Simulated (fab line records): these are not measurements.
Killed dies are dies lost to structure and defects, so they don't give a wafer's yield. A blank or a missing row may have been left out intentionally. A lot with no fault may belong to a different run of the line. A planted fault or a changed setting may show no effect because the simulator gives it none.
A lot that was struck, set against a sound lot | flow sfq line | 14 out of 325 route steps
Sound: wafers L294.1, L294.3, L294.6. Wafers L292.2, L292.3, L292.5 were the ones struck. Last of all comes the cause.
Each step with rows lists, per side, the tool, then ch with its chambers, then its first start. Under that, the readings that differ: sound wafers | struck wafers | difference of the means | sigmas: that difference in standard deviations of wafers without a fault.
alike: same words and numbers on both sides, and readings whose means sit less than 2 such deviations apart. not compared: any withheld reading, any reading some wafer has no value for, any bound like >300 that may hide the same value, and any number with overlapping values for which the record gives no deviation.
A row with sigmas, a row that says differs or no value, or rows on one side alone: a step with any of these is where the two part. Numbers that don't overlap but have no deviation are shown without sigmas and don't part them. Lack of a reading on every wafer of one side parts them only where that side has two or more wafers.

SFQ_TRILAYER_M3_BARC_OPEN_METAL_ETCH_100: etches BARC in O2, target depth 125 nm, time 41.7 s.
  sound on rie metal-04 ch 0,1, day 48 20:29; struck on rie metal-03 ch 0,1, day 48 14:29
  alike: drypump motor current A, oes product au
  not compared: rf hours counter h
SFQ_TRILAYER_M3_ETCH_METAL_ETCH_078: etches Nb in Cl2/Ar, stops on SiO2, target depth 240 nm, time 120 s.
  sound on rie metal-04 ch 0,1, day 48 20:32; struck on rie metal-03 ch 0,1, day 48 14:32
  alike: drypump motor current A, oes product au
  not compared: rf hours counter h
SFQ_TRILAYER_M3_STRIP_STRIP_079: strips in O2.
  sound on rie metal-04 ch 0,1, day 48 20:40; struck on rie metal-03 ch 0,1, day 48 14:40
  alike: drypump motor current A, oes product au
  not compared: rf hours counter h
then, 2 steps without rows for these wafers: SFQ_TRILAYER_M3_STRIP_SOLV_CLEAN_080 (cleans in NMP, time 600 s); SFQ_TRILAYER_I3_DEP_PECVD_081 (deposits SiO2 from SiH4/N2O, time 111.11 s, target thk 500 nm).
SFQ_TRILAYER_I3_CMP_CMP_082: polishes SiO2.
  sound on cmp-02 ch 0,1, day 49 03:47; struck on cmp-02 ch 0,1, day 48 18:47
  alike: motor current A, platen rpm, time to endpoint s
SFQ_I3_BOW_MEAS_922:
  sound: film metro-04 at day 49 06:47; struck: film metro-04 at day 48 21:48
  alike: I3_BOW
SFQ_TRILAYER_I3_METRO_MEASURE_083:
  sound: film metro-04 at day 49 06:54; struck: film metro-04 at day 48 22:06
  alike: thk nm
then, 4 steps without rows for these wafers: SFQ_TRILAYER_I3_VIA_LITHO_COAT_090 (resist thk 62 nm); SFQ_TRILAYER_I3_VIA_LITHO_COAT_085 (resist thk 650 nm); SFQ_TRILAYER_I3_VIA_LITHO_SOFTBAKE_089; SFQ_TRILAYER_I3_VIA_LITHO_EXPOSE_086 (exposes mask I3, target cd 500 nm).
-- the record jumps here: 5 days lie between the struck wafers' starts before and after --
SFQ_TRILAYER_I3_VIA_LITHO_PEB_088: peb time 60 s.
  sound on litho track-02 ch 0, day 54 11:29; struck on litho track-04, day 54 01:55
  no value came back on the struck wafers for chill plate temp C (C), exhaust pa (Pa), heater power total W (W); on the sound wafers chill plate temp C (C) reads 23.09 23.00 23.13
then, 1 step without rows for these wafers: SFQ_TRILAYER_I3_VIA_LITHO_DEVELOP_087 (time 60 s).

## WHERE THEY PART
Within this record, at SFQ_TRILAYER_I3_VIA_LITHO_PEB_088 only.

WHY: what the simulator had put in
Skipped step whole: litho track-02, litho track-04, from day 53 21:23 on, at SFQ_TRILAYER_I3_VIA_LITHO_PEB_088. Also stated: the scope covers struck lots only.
